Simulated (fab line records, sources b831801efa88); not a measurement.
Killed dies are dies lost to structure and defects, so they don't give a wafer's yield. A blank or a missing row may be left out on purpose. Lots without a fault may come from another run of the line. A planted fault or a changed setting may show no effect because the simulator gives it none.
A struck lot beside a sound one | flow sky130 | 13 steps out of a route of 708
Sound: wafers L306.1, L306.3, L306.4. Struck: wafers L300.3, L300.4, L300.5. The cause comes at the end.
At each step with rows: each side's tool, then ch and its chambers, then its first start. Under that, the readings that differ: sound wafers | struck wafers | difference of the means | sigmas: that difference in standard deviations of wafers without a fault.
alike: readings whose means differ by less than 2 such deviations, and words and numbers that are the same on both sides. not compared: withheld readings, readings that some wafer has no value for, bounds like >300 that may hide the same value, and numbers for which the record gives no deviation and whose values overlap.
The two part at a step that has a row with sigmas, a row that says differs or no value, or rows on one side only. Numbers that don't overlap but have no deviation are shown without sigmas and don't part them. A reading that every wafer of one side lacks parts them only if that side has two wafers or more.

SKY_VIA3_CD_MEAS_12: target cd 200 nm.
  sound on cd_sem-01, day 43 19:53; struck on cd_sem-02, day 41 21:04
  reading    | sound             | struck            | difference | sigmas
  cd_nm (nm) | 198.0 198.7 196.9 | 203.4 202.6 203.1 | +5.2       | +3
SKY_VIA3_OVL_MEAS_13:
  sound on overlay-02, day 43 20:00; struck on overlay-01, day 41 21:10
  alike: VIA3_OVL
SKY_VIA3_ETCH_14: etches BARC in N2/H2, stops on SiO2, time 45.9 s, target depth 60 nm.
  sound on rie_diel-02 ch 0,1,3, day 43 20:02; struck on rie_diel-03 ch 0,2, day 41 21:11
  alike: bias_w, drypump_motor_current_A, n2_flow_sccm, oes_product_au, throttle_valve_pct
  not compared: rf_hours_counter_h
SKY_VIA3_ETCH_15: etches SiO2 in C4F8/O2/Ar, stops on TiN, target depth 507 nm, time 78 s.
  sound on rie_diel-02 ch 0,1,3, day 43 20:05; struck on rie_diel-03 ch 0,2, day 41 21:14
  alike: bias_w, oes_product_au
  not compared: rf_hours_counter_h
SKY_VIA3_STRIP_16: strips in O2/N2.
  sound on plasma_asher-01 ch 0,1, day 43 20:08; struck on plasma_asher-02 ch 0,1, day 41 21:20
  alike: drypump_motor_current_A, n2_flow_sccm, oes_product_au, strip_time_to_endpoint_s
  not compared: rf_hours_counter_h
then, 3 steps without rows for these wafers: SKY_VIA3_STRIP_17 (strips in post etch residue remover, time 1200 s); SKY_VIA3_CLEAN_18 (cleans in IPA, time 180 s); SKY_VIA3_CLEAN_19 (cleans in O3/DIW).
SKY_VIA3_SPUTTER_20: material TiN, target thk 20 nm, time 80 s.
  sound on pvd_sputter-04, day 43 20:45; struck on pvd_sputter-02, day 41 22:01
  alike: throttle_valve_pct
SKY_VIA3_CVD_21: deposits W, target thk 390 nm, time 117.31 s.
  sound on cvd_w-02 ch 0,1, day 43 20:49; struck on cvd_w-01 ch 0,1, day 41 22:07
  alike: heater_power_w
SKY_VIA3_RS_MEAS_22: measures by four-point-probe.
  sound on film_metro-03, day 43 20:56; struck on film_metro-03, day 41 22:14
  alike: VIA3_W_RS
SKY_VIA3_THK_MEAS_23: measures by xrf.
  sound on film_metro-03, day 43 21:03; struck on film_metro-03, day 41 22:20
  alike: VIA3_W_THK
SKY_VIA3_CMP_24: polishes, stops on SiO2, t overpolish 20 s, target thk 0 nm.
  sound on cmp-01 ch 1,2,3, day 43 21:07; struck on cmp-02 ch 2,3, day 41 22:25
  no value came back on the struck wafers for any of 5 readings (edge_zone_pressure_frac, head_pressure_psi (psi) and others); on the sound wafers edge_zone_pressure_frac reads 1.004 1.003 0.997
  reading                                  | sound             | struck            | difference | sigmas
  model.W_of_VIA3_CVD_21.thk_nm (nm)       | 0 0 0             | 390.5 403.4 402.8 | +398.9     |
  model.SiO2_of_VIA3_HDPCVD_00.thk_nm (nm) | 459.7 460.5 461.2 | 464.5 464.1 464.7 | +4.0       |

WHERE THEY PART
First at SKY_VIA3_CD_MEAS_12; last, within this record, at SKY_VIA3_CMP_24.

WHY: what the simulator had put in
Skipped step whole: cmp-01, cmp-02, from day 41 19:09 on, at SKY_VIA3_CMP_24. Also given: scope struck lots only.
